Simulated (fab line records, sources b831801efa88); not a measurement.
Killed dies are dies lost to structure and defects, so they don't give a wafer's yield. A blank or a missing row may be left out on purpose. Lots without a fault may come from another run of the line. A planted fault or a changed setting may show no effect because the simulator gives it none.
Which tool did it? | flow sky130 | 14 lots, 42 wafers sampled, at 2 steps of a route of 708

WHAT THE GAUGES READ, wafer by wafer
The record holds no reading of a measuring or inspecting step that can be judged against a usual standard deviation.

WHICH TOOL RAN EACH LOT (tool, then ch and the chambers of the sampled wafers, then the start)
lot  | SKY_POLY_CUT_ETCH_11               | SKY_PAD_OPEN_PROBE_99
L935 | rie_diel-02 ch 0,2,3, day 24 05:39 | -
L937 | rie_diel-04 ch 0,2, day 25 03:02   | -
L941 | rie_diel-04 ch 0,1,2, day 26 11:56 | -
L940 | rie_diel-01 ch 1,2,3, day 26 12:53 | -
L942 | rie_diel-04 ch 0,1,3, day 26 22:59 | -
L944 | rie_diel-04 ch 0,1,3, day 27 15:09 | prober-02, day 48 05:01
L943 | rie_diel-04 ch 1,2,3, day 27 17:29 | prober-01, day 48 08:28
L946 | rie_diel-02 ch 0,1,2, day 28 10:24 | -
L953 | rie_diel-04 ch 0,1,2, day 30 18:38 | -
L954 | rie_diel-02 ch 1,2, day 31 07:38   | -
L955 | rie_diel-01 ch 1,2,3, day 31 08:56 | -
L956 | rie_diel-02 ch 0,2, day 31 16:45   | -
L957 | rie_diel-01 ch 0,1,3, day 31 20:32 | -
L958 | rie_diel-04 ch 0,2,3, day 32 03:18 | -
- SKY_POLY_CUT_ETCH_11: etches Si3N4 in CF4/CH2F2/Ar, stops on poly-Si, time 42.5 s, target depth 60 nm.
- SKY_PAD_OPEN_PROBE_99

WHAT THE TOOLS THEMSELVES READ (means of the sampled wafers that have a number; where no wafer has one, the mark that the record gives instead)
SKY_POLY_CUT_ETCH_11.
lot  | tool        | bias_w (W) | drypump_motor_current_A (A) | oes_product_au (a.u.) | throttle_valve_pct (%)
L935 | rie_diel-02 | 149.8      | 5.4                         | 0.818                 | 14.992
L937 | rie_diel-04 | 149.9      | 5.9                         | 0.821                 | 14.999
L941 | rie_diel-04 | 150.2      | 6.0                         | 0.833                 | 14.984
L940 | rie_diel-01 | 150.2      | 5.4                         | 0.827                 | 14.987
L942 | rie_diel-04 | 149.8      | 5.9                         | 0.823                 | 14.997
L944 | rie_diel-04 | 150.5      | 5.9                         | 0.822                 | 14.991
L943 | rie_diel-04 | 149.7      | 6.1                         | 0.829                 | 14.997
L946 | rie_diel-02 | 149.9      | 5.5                         | 0.830                 | 14.996
L953 | rie_diel-04 | 150.2      | 6.1                         | 0.835                 | 14.998
L954 | rie_diel-02 | 150.2      | 5.6                         | 0.827                 | 14.996
L955 | rie_diel-01 | 150.6      | 5.4                         | 0.827                 | 14.996
L956 | rie_diel-02 | 149.8      | 5.3                         | 0.828                 | 15.006
L957 | rie_diel-01 | 150.0      | 5.7                         | 0.832                 | 15.008
L958 | rie_diel-04 | 149.8      | 6.0                         | 0.828                 | 14.998

SKY_PAD_OPEN_PROBE_99.
lot  | tool      | killed_at_M0_to_M3 | killed_at_M4_up | killed_at_contacts | killed_at_front_end | killed_at_other | killed_dies | killed_open | killed_short
L944 | prober-02 | 44                 | 3.3             | 24                 | 31                  | 0.3             | 103         | 45          | 40
L943 | prober-01 | 40                 | 4.0             | 25                 | 29                  | 0.3             | 98          | 45          | 37

THE ANSWER, worked out from the rows above alone
Rule: what is usual is taken from the lots themselves. Put in order of their means at a reading, lots are off if they are a third of the lots or fewer, leave a main group of 4 or more, and stand apart from it by a gap of 3 or more times the standard deviation of the main group's means; of several such gaps the widest counts. A main group whose means are all the same, to the digits that the tables above print for the reading, isn't used. A lot without any number at a reading at which 4 lots or more have one is off too. The other lots that the step has rows for count as sound. The gauges are gone through in route order, then the tools' own readings, and for those a lot's mean is taken as printed above. The first step at which some lot is off is used, and at that step the reading that is off furthest; a lot without a number counts as furthest.
No lot is off at any reading shown: from this, nothing can be told.

WHAT THE SIMULATOR HAD PUT IN
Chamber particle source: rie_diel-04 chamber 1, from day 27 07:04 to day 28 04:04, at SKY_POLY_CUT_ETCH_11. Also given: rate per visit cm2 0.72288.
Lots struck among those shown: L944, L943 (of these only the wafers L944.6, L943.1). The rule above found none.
